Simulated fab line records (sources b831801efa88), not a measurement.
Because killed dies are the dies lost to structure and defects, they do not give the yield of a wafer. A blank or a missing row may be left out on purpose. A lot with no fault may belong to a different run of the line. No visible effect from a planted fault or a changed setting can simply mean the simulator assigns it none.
A struck lot beside a sound one + flow sky130 + 16 steps out of a route of 708
Sound: these wafers, L628.2, L628.4, L628.5. The struck wafers were L642.2, L642.3, L642.4. The cause is named last.
For every step that has rows: the tool of each side, followed by ch and its chambers, followed by its first start. Under that, the readings that differ: sound wafers + struck wafers + difference of the means + sigmas: that difference in standard deviations of wafers without a fault.
alike: same words and numbers on both sides, and readings whose means sit less than 2 such deviations apart. not compared: any withheld reading, any reading some wafer has no value for, any bound like >300 that may hide the same value, and any number with overlapping values for which the record gives no deviation.
A row with sigmas, a row that says differs or no value, or rows on one side alone: a step with any of these is where the two part. Numbers that don't overlap but have no deviation are shown without sigmas and don't part them. A reading that every wafer of one side lacks parts them only if that side has two wafers or more.

first, 4 steps without rows for these wafers: SKY_FIELD_ISO_WET_ETCH_29 (etches Si3N4 in H3PO4, target depth 160 nm, time 1825 s); SKY_FIELD_ISO_WET_ETCH_30 (etches SiO2 in dHF, target depth 25 nm, time 50 s); SKY_NWELL_CLEAN_00 (cleans in SC1/SC2, time 150 s); SKY_NWELL_OXIDATION_01 (stabilise 600 s, purge 300 s, target thk 10 nm).
SKY_NWELL_THK_MEAS_02:
  sound: film metro-03 at day 3 11:34; struck: film metro-02 at day 6 11:57
  alike: NWELL_OXIDATION_THK
then, 7 steps without rows for these wafers: SKY_DNWELL_DEHYDRATE_00 (time 60 s); SKY_DNWELL_HMDS_01 (prime time 60 s); SKY_DNWELL_COAT_02 (resist thk 3000 nm); SKY_DNWELL_SOFTBAKE_03; SKY_DNWELL_EXPOSE_04 (exposes mask DNM, target cd 3000 nm); SKY_DNWELL_PEB_05; SKY_DNWELL_DEVELOP_06 (develop time 60 s).
SKY_DNWELL_IMPLANT_07:
  sound on implanter-01 ch 0, day 4 05:25; struck on implanter-01 ch 0, day 7 08:08
SKY_DNWELL_STRIP_08: strips in O2/N2.
  sound on plasma asher-04 ch 1, day 4 05:32; struck on plasma asher-04 ch 0,1, day 7 08:16
  alike: drypump motor current A, oes product au, strip time to endpoint s
  not compared: rf hours counter h
SKY_DNWELL_TW_MEAS_09:
  sound: film metro-02 at day 4 05:39; struck: film metro-03 at day 7 08:36
| reading   | sound          | struck         | difference | sigmas |
|-----------|----------------|----------------|------------|--------|
| DNWELL_TW | 1109 1105 1104 | 1171 1173 1173 | +66        | +5     |
  not compared: hold
SKY_PAD_OPEN_PROBE_99:
  sound wafers here have rows in the record (prober-01, day 48 03:38); struck ones have none

## WHERE THEY PART
Earliest at SKY_DNWELL_TW_MEAS_09; latest, in this record, at SKY_PAD_OPEN_PROBE_99.

WHY: whatever the simulator had introduced
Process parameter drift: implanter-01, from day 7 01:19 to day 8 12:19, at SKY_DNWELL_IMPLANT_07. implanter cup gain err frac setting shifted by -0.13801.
